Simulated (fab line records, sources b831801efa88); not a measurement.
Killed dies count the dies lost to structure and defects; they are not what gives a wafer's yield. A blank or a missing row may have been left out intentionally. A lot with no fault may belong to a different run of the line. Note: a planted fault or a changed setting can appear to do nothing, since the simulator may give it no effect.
Which tool is to blame? ; flow sky130 ; 39 wafers from 13 lots sampled at 2 of the route's 708 steps

WHAT THE GAUGES SHOWED, per wafer
SKY_FIELD_ISO_THK_MEAS_23. Usual: FIELD_ISO_OXIDATION_01_THK typically reads 9.83 nm, with standard deviation 0.21.
lot;measured;on;FIELD_ISO_OXIDATION_01_THK (nm);flag
L414;day 2 12:31;filmMetro-02;9.55 9.62 9.40;
L415;day 2 18:20;filmMetro-03;9.67 9.82 9.70;
L419;day 3 13:31;filmMetro-04;9.92 10.00 9.87;
L420;day 3 20:59;filmMetro-02;9.77 9.86 9.93;
L422;day 4 07:21;filmMetro-03;9.93 9.87 9.91;
L426;day 5 04:15;filmMetro-03;9.99 9.88 9.88;
L427;day 5 13:59;filmMetro-02;9.89 9.69 9.76;
L428;day 5 13:59;filmMetro-03;9.56 9.51 9.68;
L429;day 6 01:13;filmMetro-02;9.98 9.88 10.12;
L430;day 6 01:13;filmMetro-03;9.82 9.78 9.98;
L431;day 6 13:51;filmMetro-03;9.91 9.92 9.83;
L434;day 6 23:25;filmMetro-02;9.42 9.50 9.52;
L435;day 7 15:00;filmMetro-03;9.99 10.13 9.96;

TOOL THAT RAN EACH LOT (tool first, then ch and the chambers of the sampled wafers, then the start)
lot;SKY_FIELD_ISO_ETCH_17
L414;rieSi-02 ch 1,2,3, day 2 10:14
L415;rieSi-02 ch 0,1,2, day 2 15:49
L419;rieSi-01 ch 1,2, day 3 11:03
L420;rieSi-02 ch 2,3, day 3 18:05
L422;rieSi-01 ch 0,2,3, day 4 03:48
L426;rieSi-02 ch 0,1,2, day 5 01:11
L427;rieSi-02 ch 0,1,2, day 5 07:48
L428;rieSi-02 ch 0,2,3, day 5 12:19
L429;rieSi-01 ch 1,2,3, day 5 16:39
L430;rieSi-01 ch 0,1, day 5 20:01
L431;rieSi-02 ch 1,3, day 6 06:12
L434;rieSi-01 ch 0,1,3, day 6 17:07
L435;rieSi-02 ch 2,3, day 7 07:48
- SKY_FIELD_ISO_ETCH_17: etches Si in HBr/Cl2/O2, target depth 342 nm, time 97.7 s.

AS READ BY THE TOOLS THEMSELVES (means over the sampled wafers that have a number; for cases with no such wafer, the mark the record gives instead)
SKY_FIELD_ISO_ETCH_17. Usual: drypumpMotorCurrentA 6.1 A, standard deviation 0.42; oesProductAu 0.998 a.u., standard deviation 0.011; throttleValvePct 25.657 %, standard deviation 0.011.
lot;tool;drypumpMotorCurrentA (A);oesProductAu (a.u.);throttleValvePct (%);flag
L414;rieSi-02;6.4;1.008;25.649;
L415;rieSi-02;6.5;0.993;25.656;
L419;rieSi-01;5.5;0.998;25.657;
L420;rieSi-02;6.0;1.009;25.649;
L422;rieSi-01;5.8;0.993;25.654;
L426;rieSi-02;6.5;0.995;25.649;
L427;rieSi-02;6.5;0.995;25.663;
L428;rieSi-02;6.2;1.002;25.657;
L429;rieSi-01;5.6;0.993;25.658;
L430;rieSi-01;6.1;1.005;25.666;
L431;rieSi-02;6.4;1.003;25.643;
L434;rieSi-01;5.9;0.986;25.655;
L435;rieSi-02;6.0;1.006;25.648;

THE ANSWER, worked out from the rows above alone
Rule: a lot is off if the mean of its wafers that have a number lies more than 3 standard deviations from the usual mean. Also off: a lot with no number at a reading for which 4 or more lots have one. The other lots that the step has rows for count as sound. First the gauges in route order, then the tools' own readings, where a lot's mean is used as printed above. The first step at which some lot is off is used, and at that step the reading that is off furthest; a lot without a number counts as furthest.
No lot is off on any of the readings shown, so nothing can be concluded from this.

WHAT THE SIMULATOR HAD PUT IN
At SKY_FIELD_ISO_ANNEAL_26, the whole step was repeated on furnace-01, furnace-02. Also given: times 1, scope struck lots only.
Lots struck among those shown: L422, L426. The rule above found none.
